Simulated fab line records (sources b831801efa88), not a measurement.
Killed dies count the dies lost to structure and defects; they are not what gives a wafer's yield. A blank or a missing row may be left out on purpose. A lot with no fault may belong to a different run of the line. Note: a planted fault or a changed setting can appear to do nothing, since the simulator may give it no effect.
Matching of chambers ; flow gf180mcu ; GF_MIM_CVD_05 on pecvd-02 has 3 sister chambers
The step deposits Si3N4, target thk 42 nm, time 29.086 s. 27 wafers are shown with their chamber, then 12 later ones without.

== WAFERS WITH THEIR CHAMBER ==
wafer;chamber;heaterPowerW (W);tempMaxC (C)
L076.1;0;792;399.93
L076.3;2;716;399.78
L076.5;2;699;400.19
L077.2;2;754;400.21
L077.4;0;668;399.80
L077.5;2;766;400.14
L078.2;2;733;400.11
L078.3;0;730;400.08
L078.4;2;729;399.70
L084.1;1;630;399.77
L084.2;2;686;399.77
L084.6;2;690;399.81
L085.4;2;761;400.04
L085.5;0;720;399.93
L085.6;1;584;399.78
L086.1;0;777;399.92
L086.3;2;658;399.84
L086.6;0;792;400.04
L087.1;2;668;400.14
L087.4;2;680;399.97
L087.5;0;635;399.80
L090.1;1;619;400.44
L090.2;0;715;399.74
L090.5;1;643;399.97
L091.1;0;702;400.16
L091.5;2;730;400.21
L091.6;1;655;400.03

SIGNATURES, as means of the wafers listed above
reading;chamber 0;chamber 1;chamber 2;scatter within a chamber
heaterPowerW;725.67;626.20;713.08;41.8
tempMaxC;399.9333;399.9980;399.9931;0.192
Rule: a wafer lies at a distance from a chamber equal to the root of the sum of squares, over the readings, of (its reading less the chamber's mean, divided by the reading's scatter). The wafer belongs to the nearest chamber; if the next one is less than 2 further off, it can't be placed. How the scatter is found: for the shown wafers, subtract from each reading the mean of its chamber, square and add these, divide the total by (wafers less chambers), then take the root.

== WAFERS WITH NO CHAMBER GIVEN ==
wafer;heaterPowerW (W);tempMaxC (C)
L092.1;759;399.98
L092.2;578;399.91
L092.5;764;399.93
L093.1;749;400.16
L093.4;633;399.76
L093.6;783;399.93
L094.1;670;400.05
L094.2;584;400.02
L094.3;729;400.31
L097.2;700;399.62
L097.5;664;399.98
L097.6;718;399.69

== THE CHAMBER EACH PASSED THROUGH ==
wafer;from the rows above;in truth
L092.1;can't be placed: 0 or 2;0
L092.2;1;1
L092.5;can't be placed: 0 or 2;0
L093.1;can't be placed: 2 or 0 or 1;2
L093.4;can't be placed: 1 or 2 or 0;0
L093.6;can't be placed: 0 or 2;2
L094.1;can't be placed: 2 or 1 or 0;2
L094.2;1;1
L094.3;can't be placed: 2 or 0 or 1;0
L097.2;can't be placed: 0 or 2 or 1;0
L097.5;can't be placed: 1 or 2 or 0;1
L097.6;can't be placed: 0 or 2 or 1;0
Correct placement for 2 of the 12. Can't be placed from these rows: 10 (the true chamber is among the candidates in 10). Placed wrongly: 0.
